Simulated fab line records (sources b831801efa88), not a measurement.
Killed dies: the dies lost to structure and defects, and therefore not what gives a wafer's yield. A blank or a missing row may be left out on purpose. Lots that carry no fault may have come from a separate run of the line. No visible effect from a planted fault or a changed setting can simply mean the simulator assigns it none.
Struck lot and sound lot, side by side :: flow gf180mcu :: 18 steps out of a route of 602
Sound: these wafers, L362.1, L362.4, L362.5. Struck: wafers L366.1, L366.6. (L366.3 of the same lot was not struck and is left out.) The cause comes at the end.
Order at every step that has rows: each side's tool, ch and its chambers, its first start. Under that, the readings that differ: sound wafers :: struck wafers :: difference of the means :: sigmas: that difference in standard deviations of wafers without a fault.
alike: readings whose means differ by less than 2 such deviations, and words and numbers that are the same on both sides. not compared: withheld readings, readings that some wafer has no value for, bounds like >300 that may hide the same value, and numbers for which the record gives no deviation and whose values overlap.
A row with sigmas, a row that says differs or no value, or rows on one side alone: a step with any of these is where the two part. Non-overlapping numbers with no deviation appear without sigmas and do not part them. Lack of a reading on every wafer of one side parts them only where that side has two or more wafers.

first, 3 steps without rows for these wafers: GF_V5_EXPOSE_11 (exposes mask Via5, target cd 260 nm); GF_V5_PEB_12 (peb time 90 s); GF_V5_DEVELOP_13 (develop time 60 s).
GF_V5_CD_MEAS_14 targets a cd of 260 nm.
  struck on cdSem-02, day 30 08:31; sound on cdSem-01, day 28 19:16
reading: cdNm (nm)
sound: 263.1 262.5 261.9
struck: 258.8 257.8
difference: -4.2
sigmas: -3
GF_V5_OVL_MEAS_15:
  struck on overlay-02, day 30 08:38; sound on overlay-02, day 28 19:23
  alike: V5_OVL
GF_V5_ETCH_16: etches BARC in N2/H2.
  sound on rieDiel-04 ch 1,3, day 28 19:25; struck on rieDiel-01 ch 2,3, day 30 08:41
  alike: drypumpMotorCurrentA, oesProductAu, throttleValvePct
then, 1 step without rows for these wafers: GF_V5_ETCH_17 (etches SiO2 in C4F8/O2/Ar, stops on TiN, target depth 855 nm).
GF_V5_STRIP_18: strips in O2/N2.
  sound on plasmaAsher-01 ch 0,1, day 28 19:34; struck on plasmaAsher-02 ch 0,1, day 30 08:50
  alike: drypumpMotorCurrentA, heaterPowerW, oesProductAu
  not compared: rfHoursCounterH
then, 2 steps without rows for these wafers: GF_V5_STRIP_19 (strips in post etch residue remover, time 1200 s); GF_V5_CLEAN_20 (cleans in DIW).
GF_V5_SPUTTER_21: material Ti, target thk 15 nm, time 80.02 s.
  struck on pvdSputter-03, day 30 09:22; sound on pvdSputter-03, day 28 20:07
  alike: cathodeDcPowerW, throttleValvePct
GF_V5_SPUTTER_22: material TiN, target thk 10 nm, time 40 s.
  struck on pvdSputter-03, day 30 09:26; sound on pvdSputter-03, day 28 20:10
  alike: cathodeDcPowerW, throttleValvePct
GF_V5_CVD_23: deposits W, target thk 350 nm, time 104.9 s.
  sound on cvdW-01 ch 1, day 28 20:13; struck on cvdW-02 ch 1, day 30 09:28
reading: model.W_of_V5_CVD_23.thkNm (nm)
sound: 344.3 347.4 347.8
struck: 197.3 196
difference: -149.8
sigmas: 
  alike: heaterPowerW
GF_V5_RS_MEAS_24: the measuring method here is four-point-probe.
  struck on filmMetro-01, day 30 09:35; sound on filmMetro-02, day 28 20:19
reading: V5_W_RS (ohm/sq)
sound: 0.333 0.330 0.330
struck: 0.585 0.590
difference: +0.256
sigmas: +78
GF_V5_THK_MEAS_25: measures by xrf.
  struck on filmMetro-01, day 30 09:42; sound on filmMetro-02, day 28 20:26
reading: V5_W_THK (nm)
sound: 334 338 337
struck: 196 194
difference: -141
sigmas: -35
GF_V5_CMP_26: polishes, stops on SiO2, t overpolish 15 s, target thk 0 nm.
  sound on cmp-01 ch 0,1,3, day 28 20:33; struck on cmp-01 ch 2,3, day 30 09:49
reading: timeToEndpointS (s)
sound: 79 85 84
struck: 47 50
difference: -34
sigmas: -8
  alike: motorCurrentA, slurryFilterDpKPa, slurryFlowMlMin
GF_TOP_METAL_SPUTTER_00: material Ti, target thk 37.5 nm, time 150 s.
  struck on pvdSputter-02, day 30 10:04; sound on pvdSputter-02, day 28 20:51
  alike: cathodeDcPowerW, throttleValvePct
GF_PASSIVATION_PROBE_99:
  the record has rows for the struck wafers here (prober-02, day 32 00:43) and none for the sound ones

== WHERE THEY PART ==
Earliest at GF_V5_CD_MEAS_14; latest, in this record, at GF_PASSIVATION_PROBE_99.

WHY: the cause the simulator had injected
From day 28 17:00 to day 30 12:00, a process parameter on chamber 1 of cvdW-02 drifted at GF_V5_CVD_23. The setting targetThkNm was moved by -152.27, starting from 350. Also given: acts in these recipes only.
